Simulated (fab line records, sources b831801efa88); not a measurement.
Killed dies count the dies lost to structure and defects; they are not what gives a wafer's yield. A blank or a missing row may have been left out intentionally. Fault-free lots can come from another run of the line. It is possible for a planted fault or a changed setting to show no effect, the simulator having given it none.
fab line records    flow sky130
record: lots: 14  wafers: 42  last-day: 50
route steps=708 shown VT_ADJUST_NCORE@126 LDD_P@263 LDD_HVN@276 LDD_HVP@287 SD_P@328
lots that met no fault: taken from a fault-free run of the same line
start-h: hours from the record's first day to the start of the lot's first wafer shown    wait-h: how many hours have passed since the lot's step before this one    " repeats the value in the row above    L1.1+2: one row covering several wafers at once    - no value, or no start given    * or withheld: withheld    < > ~ a bound
route shown NAME@n: a module of which the file shows steps, and the number in the route of the first    usual: mean/standard deviation of fault-free wafers    same: alike in all rows    chamber/n: place in a boat    sites: each site's reading    _std_site: the standard deviation of these    _edge_site: mean of outer sites minus mean of inner sites    radius-mm: how far each site lies from the wafer's centre    mask NAME#n: copy n    behind: tool/chamber where the wafer was last shaped    hold: cause of the lot's hold/its duration in hours/its outcome    device: names the non-switching transistor (n, p or np)    end of line: the route-end tests of the same wafers    a step without rows: its recipe alone    killed: at the first sort, the dies lost to defects and structure; wafer yield is something else    map: dies across one wafer; x = killed, . = not, _ = none there
set.NAME: the setting that was run; set.NAME@STEP: the one run at that earlier step    model.NAME: the simulator's own value behind a step, which no gauge read
the route's steps for a sample of lots (tables are steps, rows are wafers)
services: a tool's chamber out of use, with start hour (start-h, from the record's first day; less than 0 if before it), hours out, and reason
== steps ==
step: SKY_VT_ADJUST_NCORE_CD_MEAS_07
recipe: target-cd-nm: 380
usual: cd-nm: 379.7/2.7
lot.wafer  tool       chamber  start-h  wait-h  cd-nm
L329.1     cd-sem-02  -        173.92   0.1     379.6
L329.4     "          -        "        "       379.4
L329.6     "          -        "        "       380.2
L330.1     cd-sem-02  -        181.99   0.1     379.9
L330.2     "          -        "        "       379.0
L330.5     "          -        "        "       378.1
L332.1     cd-sem-02  -        199.52   0.1     379.6
L332.5     "          -        "        "       375.5
L332.6     "          -        "        "       374.8
L334.1     cd-sem-02  -        217.09   0.1     381.6
L334.5     "          -        "        "       378.7
L334.6     "          -        "        "       378.8
L337.1     cd-sem-01  -        230.68   0.1     376.6
L337.2     "          -        "        "       377.9
L337.4     "          -        "        "       377.5
L339.2     cd-sem-01  -        249.85   0.1     378.1
L339.3     "          -        "        "       383.7
L339.6     "          -        "        "       379.7
L338.3     cd-sem-02  -        250.77   0.1     382.3
L338.5     "          -        "        "       383.8
L338.6     "          -        "        "       383.0
L340.1     cd-sem-02  -        256.38   0.1     381.8
L340.5     "          -        "        "       381.6
L340.6     "          -        "        "       382.4
L341.2     cd-sem-02  -        262.54   0.1     378.2
L341.3     "          -        "        "       376.7
L341.4     "          -        "        "       378.9
L342.1     cd-sem-01  -        267.39   0.1     376.1
L342.2     "          -        "        "       375.7
L342.3     "          -        "        "       377.0
L343.1     cd-sem-02  -        275.07   0.1     382.0
L343.2     "          -        "        "       386.0
L343.3     "          -        "        "       384.0
L344.1     cd-sem-02  -        290.14   0.1     382.3
L344.3     "          -        "        "       379.2
L344.6     "          -        "        "       384.5
L352.1     cd-sem-02  -        345.64   0.1     376.2
L352.3     "          -        "        "       376.9
L352.6     "          -        "        "       378.2
L351.1     cd-sem-01  -        347.28   0.1     378.2
L351.2     "          -        "        "       379.0
L351.3     "          -        "        "       374.5
step: SKY_LDD_P_OVL_MEAS_08
usual: LDD_P_OVL: 0.6/1.2
lot.wafer  tool        chamber  start-h  wait-h  LDD_P_OVL[nm]
L329.1     overlay-01  -        420.91   0.1     2.8
L329.4     "           -        "        "       0.3
L329.6     "           -        "        "       0.6
L330.1     overlay-01  -        430.09   0.1     3.5
L330.2     "           -        "        "       4.5
L330.5     "           -        "        "       2.7
L332.1     overlay-01  -        459.94   0.1     0.4
L332.5     "           -        "        "       0.9
L332.6     "           -        "        "       2.2
L334.1     overlay-01  -        482.26   0.1     -0.3
L334.5     "           -        "        "       0.2
L334.6     "           -        "        "       -0.2
L337.1     overlay-01  -        499.08   0.1     1.0
L337.2     "           -        "        "       -1.4
L337.4     "           -        "        "       -1.5
L338.3     overlay-01  -        521.87   0.1     2.3
L338.5     "           -        "        "       0.9
L338.6     "           -        "        "       1.9
L339.2     overlay-01  -        523.40   0.1     -0.4
L339.3     "           -        "        "       1.4
L339.6     "           -        "        "       1.3
L340.1     overlay-01  -        530.48   0.1     1.2
L340.5     "           -        "        "       1.2
L340.6     "           -        "        "       1.0
L342.1     overlay-02  -        537.46   0.1     0.5
L342.2     "           -        "        "       1.8
L342.3     "           -        "        "       1.1
L341.2     overlay-02  -        538.05   0.1     -0.9
L341.3     "           -        "        "       1.0
L341.4     "           -        "        "       -0.1
L343.1     overlay-01  -        554.39   0.1     -0.2
L343.2     "           -        "        "       0.4
L343.3     "           -        "        "       0.1
L344.1     overlay-02  -        569.94   0.1     0.8
L344.3     "           -        "        "       -1.7
L344.6     "           -        "        "       -0.1
L352.1     overlay-02  -        628.03   0.1     0.8
L352.3     "           -        "        "       1.2
L352.6     "           -        "        "       0.2
L351.1     overlay-02  -        629.29   0.1     1.3
L351.2     "           -        "        "       2.1
L351.3     "           -        "        "       1.5
step: SKY_LDD_HVN_STRIP_09
recipe: chemistry: O2/N2  power-w: 1400  pressure-mtorr: 1500  platen-temp-c: withheld  o2-flow-sccm: 3000  n2-flow-sccm: 300  overash-fraction: 0.5
usual: chamber-pressure-mTorr: 1500.1/1.4  drypump-motor-current-A: 5.68/0.28  oes-product-au: 0.409/0.0044  overash-fraction: 0.5/0  strip-time-to-endpoint-s: 4.140/0.014
lot.wafer  tool             chamber  start-h  wait-h  chamber-pressure-mTorr  drypump-motor-current-A  oes-product-au  overash-fraction  rf-hours-counter-h  strip-time-to-endpoint-s
L329.1     plasma-asher-03  0        452.46   0.1     1496.5                  5.92                     0.406           0.5               61                  4.155
L329.4     "                0        "        "       1501.6                  5.90                     0.404           0.5               -                   4.145
L329.6     "                0        "        "       1500.3                  5.87                     0.409           0.5               -                   4.147
L330.1     plasma-asher-04  1        461.97   0.1     1502.5                  5.27                     0.412           0.5               3                   4.140
L330.2     "                0        "        "       1501.7                  5.54                     0.406           0.5               3                   4.136
L330.5     "                1        "        "       1501.3                  5.27                     0.412           0.5               -                   4.126
L332.1     plasma-asher-04  1        490.06   0.1     1500.9                  5.29                     0.412           0.5               5                   4.160
L332.5     "                1        "        "       1500.4                  5.27                     0.418           0.5               -                   4.176
L332.6     "                0        "        "       1500.1                  5.54                     0.410           0.5               -                   4.152
L334.1     plasma-asher-02  1        513.32   0.1     1498.8                  5.96                     0.412           0.5               39                  4.150
L334.5     "                0        "        "       1500.0                  6.00                     0.403           0.5               -                   4.134
L334.6     "                1        "        "       1501.1                  5.99                     0.397           0.5               -                   4.130
L337.1     plasma-asher-04  0        530.07   0.1     1498.7                  5.51                     0.402           0.5               10                  4.133
L337.2     "                1        "        "       1499.7                  5.26                     0.407           0.5               10                  4.130
L337.4     "                0        "        "       1500.6                  5.49                     0.415           0.5               -                   4.119
L338.3     plasma-asher-03  1        552.09   0.1     1499.9                  5.76                     0.409           0.5               -                   4.132
L338.5     "                1        "        "       1501.6                  5.73                     0.414           0.5               -                   4.117
L338.6     "                0        "        "       1501.2                  5.86                     0.405           0.5               -                   4.161
L339.2     plasma-asher-04  0        553.47   0.1     1501.1                  5.50                     0.414           0.5               12                  4.161
L339.3     "                0        "        "       1499.1                  5.54                     0.412           0.5               -                   4.132
L339.6     "                1        "        "       1498.0                  5.28                     0.411           0.5               -                   4.146
L340.1     plasma-asher-03  0        560.91   0.1     1501.5                  5.87                     0.414           0.5               72                  4.124
L340.5     "                0        "        "       1500.7                  5.86                     0.412           0.5               -                   4.150
L340.6     "                1        "        "       1502.3                  5.82                     0.410           0.5               -                   4.149
L342.1     plasma-asher-04  0        574.92   0.1     1499.5                  5.56                     0.409           0.5               14                  4.111
L342.2     "                1        "        "       1500.1                  5.29                     0.410           0.5               14                  4.107
L342.3     "                1        "        "       1500.6                  5.28                     0.407           0.5               -                   4.141
L341.2     plasma-asher-02  1        575.22   0.1     1499.5                  6.01                     0.398           0.5               45                  4.130
L341.3     "                1        "        "       1498.9                  6.04                     0.399           0.5               -                   4.154
L341.4     "                0        "        "       1502.1                  5.99                     0.408           0.5               -                   4.122
L343.1     plasma-asher-02  1        583.82   0.1     -                       -                        -               -                 -                   -
L343.2     "                0        "        "       -                       -                        -               -                 -                   -
L343.3     "                0        "        "       -                       -                        -               -                 -                   -
L344.1     plasma-asher-04  0        598.86   0.1     -                       -                        -               -                 -                   -
L344.3     "                1        "        "       -                       -                        -               -                 -                   -
L344.6     "                0        "        "       -                       -                        -               -                 -                   -
L352.1     plasma-asher-04  1        656.77   0.1     1501.0                  5.25                     0.413           0.5               23                  4.121
L352.3     "                1        "        "       1499.8                  5.30                     0.406           0.5               -                   4.136
L352.6     "                0        "        "       1502.8                  5.51                     0.409           0.5               -                   4.151
L351.1     plasma-asher-04  0        657.92   0.1     1499.5                  5.54                     0.405           0.5               23                  4.141
L351.2     "                1        "        "       1501.7                  5.30                     0.404           0.5               23                  4.153
L351.3     "                0        "        "       1499.4                  5.52                     0.408           0.5               -                   4.128
step: SKY_LDD_HVP_STRIP_09
recipe: chemistry: O2/N2  power-w: 1400  pressure-mtorr: 1500  platen-temp-c: withheld  o2-flow-sccm: 3000  n2-flow-sccm: 300  overash-fraction: 0.5
usual: chamber-pressure-mTorr: 1499.9/1.4  drypump-motor-current-A: 5.57/0.3  oes-product-au: 0.408/0.0045  strip-time-to-endpoint-s: 4.135/0.014
same: overash-fraction: 0.5
lot.wafer  tool             chamber  start-h  wait-h  chamber-pressure-mTorr  drypump-motor-current-A  oes-product-au  rf-hours-counter-h  strip-time-to-endpoint-s
L329.1     plasma-asher-03  1        482.80   0.1     1500.0                  5.74                     0.411           65                  4.140
L329.4     "                1        "        "       1499.3                  5.72                     0.404           -                   4.142
L329.6     "                0        "        "       1501.0                  5.86                     0.414           -                   4.132
L330.1     plasma-asher-03  0        492.82   0.1     1499.5                  5.87                     0.413           66                  4.146
L330.2     "                1        "        "       1499.3                  5.74                     0.410           66                  4.132
L330.5     "                1        "        "       1502.1                  5.78                     0.406           -                   4.150
L332.1     plasma-asher-03  0        521.21   0.2     1502.3                  5.87                     0.401           68                  4.136
L332.5     "                0        "        "       1499.0                  5.84                     0.407           -                   4.139
L332.6     "                1        "        "       1500.3                  5.77                     0.402           -                   4.127
L334.1     plasma-asher-03  1        543.35   0.1     1501.0                  5.79                     0.415           70                  4.141
L334.5     "                0        "        "       1499.8                  5.87                     0.406           -                   4.140
L334.6     "                1        "        "       1499.1                  5.80                     0.411           -                   4.158
L337.1     plasma-asher-04  0        558.82   0.1     1499.5                  5.53                     0.407           12                  4.137
L337.2     "                1        "        "       1498.5                  5.27                     0.409           12                  4.146
L337.4     "                1        "        "       1499.9                  5.27                     0.405           -                   4.136
L338.3     plasma-asher-01  0        581.60   0.1     1500.4                  5.62                     0.398           -                   4.123
L338.5     "                1        "        "       1501.4                  4.85                     0.404           -                   4.130
L338.6     "                0        "        "       1501.5                  5.63                     0.401           -                   4.155
L339.2     plasma-asher-03  1        582.51   0.1     1501.8                  5.78                     0.408           74                  4.141
L339.3     "                0        "        "       1499.2                  5.90                     0.407           -                   4.149
L339.6     "                1        "        "       1501.0                  5.78                     0.414           -                   4.140
L340.1     plasma-asher-01  0        590.76   0.1     1499.0                  5.63                     0.403           90                  4.149
L340.5     "                1        "        "       1497.4                  4.91                     0.400           -                   4.135
L340.6     "                0        "        "       1499.3                  5.63                     0.417           -                   4.149
L342.1     plasma-asher-04  0        603.85   0.1     1497.9                  5.56                     0.416           17                  4.137
L342.2     "                1        "        "       1499.0                  5.25                     0.410           17                  4.138
L342.3     "                1        "        "       1499.0                  5.27                     0.408           -                   4.120
L341.2     plasma-asher-01  0        604.15   0.1     1499.8                  5.61                     0.409           92                  4.141
L341.3     "                1        "        "       1500.2                  4.87                     0.406           -                   4.146
L341.4     "                0        "        "       1500.1                  5.62                     0.407           -                   4.135
L343.1     plasma-asher-03  0        612.71   0.1     1499.8                  5.84                     0.608           77                  8.953
L343.2     "                1        "        "       1499.3                  5.78                     0.608           77                  8.946
L343.3     "                0        "        "       1499.8                  5.85                     0.602           -                   8.971
L344.1     plasma-asher-03  0        627.20   0.1     1497.0                  5.87                     0.608           79                  8.938
L344.3     "                0        "        "       1498.4                  5.88                     0.604           -                   8.951
L344.6     "                1        "        "       1499.3                  5.75                     0.603           -                   8.947
L352.1     plasma-asher-04  0        684.76   0.1     1501.4                  5.53                     0.409           27                  4.156
L352.3     "                0        "        "       1500.1                  5.54                     0.413           -                   4.156
L352.6     "                1        "        "       1502.7                  5.30                     0.405           -                   4.138
L351.1     plasma-asher-03  1        686.25   0.1     1499.7                  5.77                     0.398           83                  4.134
L351.2     "                0        "        "       1498.7                  5.90                     0.413           83                  4.122
L351.3     "                1        "        "       1499.3                  5.78                     0.415           -                   4.100
step: SKY_LDD_HVP_TW_MEAS_10
usual: LDD_HVP_TW: 457/5.2
lot.wafer  tool           chamber  start-h  wait-h  LDD_HVP_TW
L329.1     film-metro-01  -        482.90   0.1     457
L329.4     "              -        "        "       456
L329.6     "              -        "        "       458
L330.1     film-metro-04  -        492.92   0.1     450
L330.2     "              -        "        "       451
L330.5     "              -        "        "       451
L332.1     film-metro-01  -        521.31   0.1     458
L332.5     "              -        "        "       457
L332.6     "              -        "        "       457
L334.1     film-metro-01  -        543.45   0.1     460
L334.5     "              -        "        "       456
L334.6     "              -        "        "       459
L337.1     film-metro-02  -        558.92   0.1     463
L337.2     "              -        "        "       462
L337.4     "              -        "        "       465
L338.3     film-metro-04  -        581.69   0.1     451
L338.5     "              -        "        "       454
L338.6     "              -        "        "       453
L339.2     film-metro-02  -        582.62   0.1     462
L339.3     "              -        "        "       462
L339.6     "              -        "        "       463
L340.1     film-metro-02  -        590.86   0.1     464
L340.5     "              -        "        "       463
L340.6     "              -        "        "       461
L342.1     film-metro-01  -        603.95   0.1     456
L342.2     "              -        "        "       454
L342.3     "              -        "        "       458
L341.2     film-metro-01  -        604.26   0.1     455
L341.3     "              -        "        "       456
L341.4     "              -        "        "       455
L343.1     film-metro-02  -        612.81   0.1     30
L343.2     "              -        "        "       30
L343.3     "              -        "        "       30
L344.1     film-metro-04  -        627.30   0.1     30
L344.3     "              -        "        "       30
L344.6     "              -        "        "       30
L352.1     film-metro-02  -        684.86   0.1     466
L352.3     "              -        "        "       467
L352.6     "              -        "        "       467
L351.1     film-metro-04  -        686.35   0.1     452
L351.2     "              -        "        "       451
L351.3     "              -        "        "       453
step: SKY_SD_P_OVL_MEAS_08
usual: SD_P_OVL: -0.6/1.2
lot.wafer  tool        chamber  start-h  wait-h  SD_P_OVL[nm]
L329.1     overlay-02  -        577.14   0.1     -1.3
L329.4     "           -        "        "       -0.8
L329.6     "           -        "        "       0.2
L330.1     overlay-02  -        584.06   0.1     -0.2
L330.2     "           -        "        "       1.0
L330.5     "           -        "        "       -0.6
L332.1     overlay-02  -        610.95   0.1     -1.0
L332.5     "           -        "        "       1.5
L332.6     "           -        "        "       2.7
L334.1     overlay-01  -        631.45   0.1     -0.3
L334.5     "           -        "        "       -0.3
L334.6     "           -        "        "       0.6
L337.1     overlay-01  -        647.34   0.1     0.9
L337.2     "           -        "        "       1.3
L337.4     "           -        "        "       0.5
L338.3     overlay-02  -        669.12   0.1     0.4
L338.5     "           -        "        "       -2.2
L338.6     "           -        "        "       -1.0
L339.2     overlay-02  -        671.76   0.1     -2.1
L339.3     "           -        "        "       0.0
L339.6     "           -        "        "       -1.7
L340.1     overlay-02  -        678.61   0.1     -0.5
L340.5     "           -        "        "       -1.7
L340.6     "           -        "        "       -2.3
L342.1     overlay-01  -        690.49   0.1     -1.9
L342.2     "           -        "        "       -2.0
L342.3     "           -        "        "       -2.2
L341.2     overlay-02  -        695.50   0.1     1.9
L341.3     "           -        "        "       0.0
L341.4     "           -        "        "       1.9
L343.1     overlay-02  -        698.29   0.1     -0.6
L343.2     "           -        "        "       1.5
L343.3     "           -        "        "       -0.5
L344.1     overlay-01  -        712.06   0.1     -0.8
L344.3     "           -        "        "       0.6
L344.6     "           -        "        "       -0.9
L352.1     overlay-02  -        766.65   0.1     0.1
L352.3     "           -        "        "       -0.8
L352.6     "           -        "        "       -1.3
L351.1     overlay-02  -        770.26   0.1     0.0
L351.2     "           -        "        "       -1.4
L351.3     "           -        "        "       -0.5
== services ==
tool             chamber  start-h  hours  kind
plasma-asher-04  0        430.25   -      clean
plasma-asher-04  1        430.25   -      clean
plasma-asher-02  -        493.98   0.4    repair
plasma-asher-03  -        538.81   2.8    pm
plasma-asher-04  -        548.52   2.8    pm
plasma-asher-04  -        559.69   0.7    repair
plasma-asher-01  -        565.99   4.1    repair
plasma-asher-03  -        613.69   2.4    repair
plasma-asher-01  -        619.54   17.0   repair
plasma-asher-02  -        638.71   1.4    repair
plasma-asher-03  -        661.32   14.6   pm
plasma-asher-01  -        671.62   9.3    pm
== key ==
first-sign: step: SKY_LDD_HVN_STRIP_09  reading: tool-record  direction: missing
effect: step: SKY_LDD_HVP_STRIP_09  reading: strip-time-to-endpoint-s  direction: up  sigmas: 99+  usual: *  struck: *
effect: step: SKY_LDD_HVP_TW_MEAS_10  reading: LDD_HVP_TW  direction: down  sigmas: 82  usual: 457  struck: 30
met-at SKY_LDD_HVN_STRIP_09
struck-lots L343,L344
sort-left-out L343.1,L343.2,L343.3,L344.1,L344.3,L344.6
tester-left-out L343,L344
not-acting-at SKY_VT_ADJUST_NCORE_CD_MEAS_07,SKY_LDD_P_OVL_MEAS_08,SKY_SD_P_OVL_MEAS_08
onset-between 575.22 583.82
fault: kind: skipped-step-whole  tool: plasma-asher-02,plasma-asher-04  chamber: -  onset-h: 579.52  steps: SKY_LDD_HVN_STRIP_09  scope: struck-lots-only
tester-left-out: of these lots the tester's yield and bins aren't shown, on N5 and GAA mostly nor the transistor test; their killed dies are dies lost to structure and defects alone, not to doping, threshold or leakage, so they don't give the yield
sort-left-out: the simulated sort isn't trusted on such a fault, so these wafers' sort isn't shown, and their yield isn't known
